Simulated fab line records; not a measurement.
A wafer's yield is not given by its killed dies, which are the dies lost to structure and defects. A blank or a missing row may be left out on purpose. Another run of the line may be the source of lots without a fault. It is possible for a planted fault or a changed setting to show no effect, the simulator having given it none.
One fault through the eyes of 2 desks || flow gf180mcu || each desk holds nothing but its own numbers, with what lay behind them at the end

## FOR THE TOOL OWNER'S DESK: implanter-02
The tool's own readings at GF_MVPSD_IMPLANT_08, given as means over the sampled wafers that have a number, one for each lot that went through this tool. Any lot whose mean is over 4 standard deviations away from the usual mean is out of limits and marked OUT; that distance is given in the brackets.
Columns: A = beam_energy_keV at GF_MVPSD_IMPLANT_08, usual 169.99
{"lot": "L909", "first seen here": "day 4 23:49", "A": 170.01}
{"lot": "L919", "first seen here": "day 7 13:34", "A": 170.04}
{"lot": "L923", "first seen here": "day 8 11:22", "A": 169.98}
{"lot": "L930", "first seen here": "day 10 11:14", "A": 170.03}
{"lot": "L931", "first seen here": "day 10 17:11", "A": 170.05}
This desk's finding: nothing out of limits on any of the 5 lots.

## THE METROLOGY DESK
What the gauges read, lot by lot, whatever tool the lot ran on: means of the sampled wafers that have a number. Any lot whose mean is over 4 standard deviations away from the usual mean is out of limits and marked OUT; that distance is given in the brackets. Readings shown: 7 of its 8, picked as those furthest out on some lot.
Columns: A = MVSD_TW at GF_MVSD_TW_MEAS_11, usual 1592; B = MVPSD_OVL at GF_MVPSD_OVL_MEAS_07, usual 0.7 nm; C = MVPSD_TW at GF_MVPSD_TW_MEAS_11, usual 557; D = VT_IMPLANT_TW at GF_VT_IMPLANT_TW_MEAS_10, usual 559; E = VT_IMPLANT_01_OVL at GF_VT_IMPLANT_OVL_MEAS_18, usual 1.3 nm; F = VT_IMPLANT_2_TW at GF_VT_IMPLANT_TW_MEAS_21, usual 1197; G = MVPSD_RS at GF_VT_IMPLANT_RS_MEAS_49, usual 1167.6 ohm/sq
{"lot": "L909", "first seen here": "day 4 10:34", "A": 1592, "B": 0.5, "C": 555, "D": 553, "E": -0.7, "F": 1223, "G": 1169.8}
{"lot": "L918", "first seen here": "day 6 14:48", "A": 1597, "B": 0.3, "C": 558, "D": 551, "E": 2.1, "F": 1194, "G": 1167.7}
{"lot": "L919", "first seen here": "day 6 21:21", "A": 1589, "B": -2.0, "C": 552, "D": 555, "E": 0.9, "F": 1191, "G": 1168.9}
{"lot": "L923", "first seen here": "day 7 18:52", "A": 1582, "B": -0.0, "C": 558, "D": 568, "E": 0.7, "F": 1225, "G": 1165.9}
{"lot": "L930", "first seen here": "day 9 17:37", "A": 1606, "B": 2.5, "C": 554, "D": 560, "E": 3.1, "F": 1214, "G": 1175.3}
{"lot": "L931", "first seen here": "day 9 22:56", "A": 1602, "B": -0.5, "C": 561, "D": 569, "E": 0.8, "F": 1188, "G": 1172.9}
This desk's finding: nothing out of limits on any of the 6 lots.

## PUT TOGETHER
The tool owner's desk saw nothing out of limits.
From the metrology desk's view, nothing was out of limits.

## WHAT THE SIMULATOR HAD INSERTED
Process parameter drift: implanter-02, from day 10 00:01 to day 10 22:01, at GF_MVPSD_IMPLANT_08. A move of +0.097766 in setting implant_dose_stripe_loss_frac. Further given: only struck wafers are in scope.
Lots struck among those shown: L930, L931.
